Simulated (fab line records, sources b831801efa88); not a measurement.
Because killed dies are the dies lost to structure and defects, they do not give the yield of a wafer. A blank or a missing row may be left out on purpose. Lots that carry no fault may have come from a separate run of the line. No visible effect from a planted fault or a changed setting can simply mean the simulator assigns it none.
2 desks, one fault + flow sky130 + what lay behind the numbers comes last; until then each desk has only its own

## TOOL OWNER'S DESK, implanter-03
SKY_PWDE_IMPLANT_08, tool's own readings: per-lot mean of the sampled wafers with a number, covering each lot this tool ran. The brackets show how far a lot's mean lies from the usual mean; more than 4 standard deviations puts the lot out of limits, marked OUT.
Columns: A = dose-ions-cm2 at SKY_PWDE_IMPLANT_08, usual 3.6e+12
| lot  | first seen here | A                 |
|------|-----------------|-------------------|
| L923 | day 4 00:13     | 3.6e+12           |
| L932 | day 6 02:41     | 3.7e+12 (+30) OUT |
| L933 | day 6 08:56     | 3.7e+12 (+31) OUT |
This desk's finding: out of limits on L932, L933; first on L932, day 6 02:41 (dose-ions-cm2 at SKY_PWDE_IMPLANT_08). In limits: L923.

## FROM THE METROLOGY DESK
Means of the sampled wafers that have a number, per lot and without regard to the tool the lot ran on: this is what the gauges read. The brackets show how far a lot's mean lies from the usual mean; more than 4 standard deviations puts the lot out of limits, marked OUT.
Columns: A = FIELD_ISO_CVD_03_THK at SKY_FIELD_ISO_THK_MEAS_04, usual 165.2 nm; B = PWDE_RS at SKY_NWELL_RS_MEAS_31, usual 5271 ohm/sq
| lot  | first seen here | A     | B               |
|------|-----------------|-------|-----------------|
| L923 | day 1 16:56     | 163.6 | 5255            |
| L924 | day 1 22:47     | 165.4 | 5283            |
| L930 | day 3 04:19     | 169.6 | 5278            |
| L932 | day 3 12:50     | 163.9 | 5126 (-9.1) OUT |
| L933 | day 3 17:29     | 166.1 | 5097 (-11) OUT  |
| L936 | day 4 07:14     | 164.5 | 5263            |
| L937 | day 4 11:29     | 164.7 | 5276            |
| L939 | day 4 23:16     | 163.2 | 5291            |
| L942 | day 5 12:29     | 164.4 | 5292            |
| L943 | day 5 17:30     | 166.0 | 5248            |
| L944 | day 5 23:37     | 164.6 | 5282            |
| L945 | day 6 04:34     | 165.0 | 5281            |
This desk's result: L932, L933 out of limits, first on L932 (PWDE_RS at SKY_NWELL_RS_MEAS_31), day 7 21:34. In limits: L923, L924, L930, L936, L937, L939, L942, L943, L944, L945.

## ALL TOGETHER
The tool owner's desk had the chance to raise an alarm at day 6 02:41 on L932, L933.
At day 7 21:34 the metrology desk could have sounded an alarm, on L932, L933.
On implanter-03, each named lot ran SKY_PWDE_IMPLANT_08.

## WHAT WAS PUT IN BY THE SIMULATOR
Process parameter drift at SKY_PWDE_IMPLANT_08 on implanter-03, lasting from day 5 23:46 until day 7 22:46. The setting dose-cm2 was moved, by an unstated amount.
Lots struck among those shown: L932, L933.
Delay (hours) between the fault's onset and each desk's first out-of-limits reading: 3 at the tool owner's desk, 46 at the metrology desk.
